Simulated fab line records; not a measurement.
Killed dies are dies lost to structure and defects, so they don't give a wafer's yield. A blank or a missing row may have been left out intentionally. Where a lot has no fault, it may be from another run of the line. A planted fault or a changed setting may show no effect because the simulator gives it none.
A struck lot beside a sound one | flow sky130 | 14 steps out of a route of 708
Sound: the wafers L203.2, L203.3, L203.4. Struck: wafer L214.1 (left out: L214.3, L214.6 of the same lot, which were not struck); the cause appears at the end.
For every step that has rows: the tool of each side, followed by ch and its chambers, followed by its first start. Under that, the readings that differ: sound wafers | struck wafers | difference of the means | sigmas: that difference in standard deviations of wafers without a fault.
alike: readings with means less than 2 such deviations apart, plus words and numbers identical on both sides. not compared: withheld readings, readings lacking a value on some wafer, bounds such as >300 that could conceal the same value, and numbers that have no deviation in the record and whose values overlap.
The two part at a step that has a row with sigmas, a row that says differs or no value, or rows on one side only. Non-overlapping numbers with no deviation appear without sigmas and do not part them. A reading missing from all wafers of one side parts the sides only when that side holds two or more wafers.

SKY_VIA4_OVL_MEAS_11:
  sound: overlay-01 at day 43 04:37; struck: overlay-02 at day 46 22:50
  alike: VIA4_OVL
then, 1 step without rows for these wafers: SKY_VIA4_ETCH_12 (etches SiO2 in C4F8/O2/Ar, stops on TiN, target depth 580 nm).
SKY_VIA4_STRIP_13: strips in O2/N2.
  sound on plasmaAsher-01 ch 0,1, day 43 04:43; struck on plasmaAsher-03 ch 0, day 46 22:57
  alike: drypumpMotorCurrentA, oesProductAu, stripTimeToEndpointS
  not compared: rfHoursCounterH
then, 3 steps without rows for these wafers: SKY_VIA4_STRIP_14 (strips in post etch residue remover, time 1200 s); SKY_VIA4_CLEAN_15 (cleans in IPA, time 180 s); SKY_VIA4_CLEAN_16 (cleans in O3/DIW).
SKY_VIA4_SPUTTER_17: material TiN, target thk 20 nm, time 80 s.
  sound: pvdSputter-02 at day 43 05:19; struck: pvdSputter-02 at day 46 23:41
  alike: throttleValvePct
then, 1 step without rows for these wafers: SKY_VIA4_CVD_18 (deposits W, target thk 505 nm, time 152.14 s).
SKY_VIA4_RS_MEAS_19: measurement is done with a four-point probe.
  sound: filmMetro-04 at day 43 05:32; struck: filmMetro-04 at day 46 23:54
  alike: VIA4_W_RS
SKY_VIA4_THK_MEAS_20: measures by xrf.
  sound: filmMetro-04 at day 43 05:39; struck: filmMetro-04 at day 47 00:01
  alike: VIA4_W_THK
SKY_VIA4_CMP_21: polishes, stops on SiO2, t overpolish 25 s, target thk 0 nm.
  sound on cmp-01 ch 1,2,3, day 43 05:45; struck on cmp-02 ch 3, day 47 01:50
  alike: edgeZonePressureFrac, headPressurePsi, motorCurrentA, overpolishRunS, timeToEndpointS
SKY_METAL5_SPUTTER_00: material Ti, target thk 15 nm, time 10 s.
  sound: pvdSputter-04 at day 43 06:00; struck: pvdSputter-02 at day 47 02:02
  alike: throttleValvePct
SKY_METAL5_SPUTTER_01: material TiN, target thk 20 nm, time 16.7 s.
  sound: pvdSputter-04 at day 43 06:02; struck: pvdSputter-02 at day 47 02:03
reading                                   | sound            | struck | difference | sigmas
model.TiN_of_METAL5_SPUTTER_01.thkNm (nm) | 19.7 19.96 19.86 | 33.6   | +13.8      | 
  alike: throttleValvePct
SKY_METAL5_SPUTTER_02: material AlCu, target thk 1150 nm, time 61.2 s.
  sound: pvdSputter-04 at day 43 06:03; struck: pvdSputter-02 at day 47 02:05
  alike: throttleValvePct

== WHERE THEY PART ==
Nowhere in this record.

WHY: what the simulator had put in
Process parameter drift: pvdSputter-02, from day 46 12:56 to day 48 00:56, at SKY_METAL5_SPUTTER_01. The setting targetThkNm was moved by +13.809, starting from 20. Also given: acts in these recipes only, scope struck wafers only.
